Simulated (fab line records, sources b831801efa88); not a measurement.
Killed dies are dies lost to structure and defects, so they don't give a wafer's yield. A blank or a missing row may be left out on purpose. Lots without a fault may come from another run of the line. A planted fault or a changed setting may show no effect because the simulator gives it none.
Chamber matching | flow gf180mcu | GF_PASSIVATION_ETCH_11 on rie_diel-04: 4 sister chambers
The step etches the open film in CF4/O2, stops on TiN, target depth 2040 nm, time 453.3 s. 18 wafers are shown with their chamber, then 9 later ones without.

WAFERS WITH THEIR CHAMBER
wafer  | chamber | drypump_motor_current_A (A) | oes_product_au (a.u.) | throttle_valve_pct (%)
L079.1 | 2       | 5.7                         | 0.992                 | 5.960
L079.2 | 1       | 5.2                         | 0.988                 | 5.969
L079.4 | 3       | 5.8                         | 1.001                 | 5.965
L081.1 | 3       | 5.8                         | 0.984                 | 5.982
L081.3 | 0       | 5.6                         | 0.989                 | 5.962
L081.4 | 2       | 5.8                         | 0.993                 | 5.974
L082.1 | 3       | 5.8                         | 0.987                 | 5.975
L082.4 | 2       | 5.7                         | 0.992                 | 5.954
L082.5 | 1       | 5.2                         | 0.989                 | 5.978
L085.1 | 1       | 5.2                         | 0.976                 | 5.973
L085.3 | 2       | 5.7                         | 0.995                 | 5.966
L085.4 | 0       | 5.6                         | 0.982                 | 5.972
L087.1 | 3       | 5.8                         | 0.995                 | 5.977
L087.2 | 1       | 5.2                         | 0.987                 | 5.953
L087.3 | 0       | 5.6                         | 0.985                 | 5.979
L088.3 | 3       | 5.8                         | 0.996                 | 5.964
L088.4 | 2       | 5.7                         | 0.996                 | 5.964
L088.5 | 3       | 5.8                         | 0.999                 | 5.975

SIGNATURES (means of the wafers above)
reading                 | chamber 0 | chamber 1 | chamber 2 | chamber 3 | scatter within a chamber
drypump_motor_current_A | 5.600     | 5.200     | 5.720     | 5.800     | 0.0239
oes_product_au          | 0.98533   | 0.98500   | 0.99360   | 0.99367   | 0.00518
throttle_valve_pct      | 5.97100   | 5.96825   | 5.96360   | 5.97300   | 0.00831
Rule: a wafer's distance from a chamber is the root of the sum, over the readings, of the square of ((its reading less the chamber's mean) divided by the reading's scatter). The wafer belongs to the nearest chamber; if the next one is less than 2 further off, it can't be placed. The scatter: the root of (the sum of the squares of (reading less its chamber's mean) over the shown wafers, divided by (wafers less chambers)).

WAFERS WITHOUT THEIR CHAMBER
wafer  | drypump_motor_current_A (A) | oes_product_au (a.u.) | throttle_valve_pct (%)
L094.3 | 5.8                         | 0.986                 | 5.973
L094.4 | 5.7                         | 0.995                 | 5.969
L094.5 | 5.2                         | 0.981                 | 5.978
L096.2 | 5.2                         | 0.986                 | 5.974
L096.3 | 5.8                         | 0.995                 | 5.977
L096.6 | 5.5                         | 0.976                 | 5.967
L097.1 | 5.8                         | 0.990                 | 5.970
L097.5 | 5.2                         | 0.985                 | 5.967
L097.6 | 5.7                         | 0.999                 | 5.969

WHICH CHAMBER EACH WENT THROUGH
wafer  | from the rows above | in truth
L094.3 | 3                   | 3
L094.4 | 2                   | 2
L094.5 | 1                   | 1
L096.2 | 1                   | 1
L096.3 | 3                   | 3
L096.6 | 0                   | 0
L097.1 | 3                   | 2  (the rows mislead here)
L097.5 | 1                   | 1
L097.6 | 2                   | 2
Placed correctly: 8 of 9. Can't be placed from these rows: 0. Placed wrongly: 1.
